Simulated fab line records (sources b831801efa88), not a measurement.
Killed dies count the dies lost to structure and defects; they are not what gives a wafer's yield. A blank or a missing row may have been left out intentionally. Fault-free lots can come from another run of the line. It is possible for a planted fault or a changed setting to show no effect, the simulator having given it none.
Which tool is to blame? :: flow gf180mcu :: Sampling: 6 lots, 18 wafers, 2 of 602 route steps

WHAT EACH GAUGE READ, for each wafer
GF_HV_LDD_THK_MEAS_55.
lot: L653
measured: day 12 12:20
on: film_metro-04
HV_LDD_CVD_54_THK (nm): 10.02 10.17 9.93

lot: L655
measured: day 14 00:07
on: film_metro-03
HV_LDD_CVD_54_THK (nm): 9.89 9.93 9.96

lot: L658
measured: day 14 10:08
on: film_metro-04
HV_LDD_CVD_54_THK (nm): 10.13 10.27

lot: L667
measured: day 17 16:50
on: film_metro-04
HV_LDD_CVD_54_THK (nm): 9.80 9.73 9.79

lot: L671
measured: day 18 22:36
on: film_metro-03
HV_LDD_CVD_54_THK (nm): 9.87 9.88 9.93

lot: L674
measured: day 19 21:49
on: film_metro-01
HV_LDD_CVD_54_THK (nm): 10.08 9.90 10.01

TOOL THAT RAN EACH LOT (tool first, then ch and the chambers of the sampled wafers, then the start)
lot: L653
GF_POLY_GATE_ETCH_13: rie_si-01 ch 0,1, day 9 04:55

lot: L655
GF_POLY_GATE_ETCH_13: rie_si-02 ch 0,2,3, day 10 12:19

lot: L658
GF_POLY_GATE_ETCH_13: rie_si-01 ch 0,1,2, day 10 21:55

lot: L667
GF_POLY_GATE_ETCH_13: rie_si-02 ch 0,1,3, day 13 22:49

lot: L671
GF_POLY_GATE_ETCH_13: rie_si-01 ch 0,3, day 15 02:19

lot: L674
GF_POLY_GATE_ETCH_13: rie_si-02 ch 0,3, day 15 22:39
- GF_POLY_GATE_ETCH_13: etches poly-Si in HBr/Cl2, stops on SiO2, target depth 198.5 nm, time 69.6 s.

THE ANSWER, worked out from the rows above alone
Rule: the usual values come from the lots themselves. Put in order of their means at a reading, lots are off if they are a third of the lots or fewer, leave a main group of 4 or more, and stand apart from it by a gap of 3 or more times the standard deviation of the main group's means; of several such gaps the widest counts. A main group whose means are all the same, to the digits that the tables above print for the reading, isn't used. A lot without any number at a reading at which 4 lots or more have one is off too. The other lots that the step has rows for count as sound.
No lot is off at any reading shown: from this, nothing can be told.

WHAT WAS PUT IN BY THE SIMULATOR
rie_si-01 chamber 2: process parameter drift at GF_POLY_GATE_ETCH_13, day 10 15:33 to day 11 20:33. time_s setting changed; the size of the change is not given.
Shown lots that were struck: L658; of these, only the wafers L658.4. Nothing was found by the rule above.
